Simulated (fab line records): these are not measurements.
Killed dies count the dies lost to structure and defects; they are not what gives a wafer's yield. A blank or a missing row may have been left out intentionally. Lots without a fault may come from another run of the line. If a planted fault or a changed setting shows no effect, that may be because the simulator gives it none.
Problem report, 8D (eight disciplines) form, completed by code ; flow gf180mcu ; the parts of the form that need people (team, actions taken, sign-off) are left out

1. THE PROBLEM
MVPSD_TW at GF_MVPSD_TW_MEAS_11 reads a mean of 612 on 9 wafers of 3 lots; wafers without a fault read 552 with a standard deviation of 6.8. That puts it +8.8 standard deviations away from the usual mean.
First observed at day 7 17:53: wafer L755.1, on film metro-04. Wafers with a number at this step in the record: 21, from 7 lots. Rule for "out" (also "out of limits"): further than 4 standard deviations from the usual mean. All remaining wafers that have a number are taken as sound.

2. WHAT IT IS, AND WHAT IT ISN'T
question;is;is not
which readings at this step;MVPSD_TW;-
which lots;L755, L757, L758;L745, L746, L766, L767
which wafers of those lots;all that have a number;-
read on which gauges;film metro-01, film metro-04;film metro-03
when;from day 7 17:53;"up to then (6 sound wafers); but 6 sound wafers of L766, L767 came after"

3. WHAT RULES OUT EACH SUSPECT
Counting: any tool at a process step up to the reading is kept as a suspect provided that every lot that is out went through it and no sound lot did after the first of them.
- ruled out: the gauge at GF_MVPSD_TW_MEAS_11. Those wafers that are out were read across 2 gauges (film metro-01, film metro-04).
- implanter-02 at GF_MVPSD_IMPLANT_08: kept. It ran every lot that is out, first L755 (day 7 17:29), and no sound lot after that; its last sound lot up to then is L746 (day 5 11:23). On those wafers its own readings are out: tilt deg.
Left after counting: implanter-02 at GF_MVPSD_IMPLANT_08.

4. THE CAUSE (what the simulator had put in)
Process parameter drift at GF_MVPSD_IMPLANT_08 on implanter-02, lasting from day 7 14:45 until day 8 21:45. A move of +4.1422 in setting tilt deg, from 0. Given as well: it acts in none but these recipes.
Counting left only this tool.

5. THE CHAIN OF EFFECTS, in route order
One row per reading whose mean, taken over the struck wafers that have a number, lies over 3 standard deviations from the usual. Scope: only readings with a usual standard deviation given in the record; hours: median across lots of the time from each lot's start at the first step in this table that gives one to its start at this step; sigmas: change in usual standard deviations.
hours;step;reading;usual;on struck wafers;change;sigmas
0;GF_MVPSD_IMPLANT_08;tilt deg;-0.002 degrees;4.145;+4.147;+99 or more
0;GF_MVPSD_TW_MEAS_11;MVPSD_TW;552;612;+60;+8.8
73;GF_VT_IMPLANT_RS_MEAS_49;MVPSD_RS;1168 ohm/sq;1344;+176;+55
Here are the process steps it includes:
- GF_MVPSD_IMPLANT_08
Later measuring or inspecting steps at which every struck wafer that the step has a row for has a number for every such reading, and none has moved that far: GF_VT_IMPLANT_OVL_MEAS_07, GF_VT_IMPLANT_TW_MEAS_10, GF_VT_IMPLANT_OVL_MEAS_18, GF_VT_IMPLANT_TW_MEAS_21.

6. WHAT WOULD HAVE CAUGHT IT SOONER
In this record the first reading out of limits at a measuring or inspecting step was taken at day 7 17:53, 3 hours after the fault began at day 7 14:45.
At GF_MVPSD_IMPLANT_08, the tool's own readings (tilt deg) were out on each struck wafer the step has a row for, so an alarm limit on them would have fired on the first such wafer.
Of the lots that are out (3), L757, L758 began GF_MVPSD_IMPLANT_08 on implanter-02 after day 7 17:53. A hold on the tool at that time would have spared those 2.
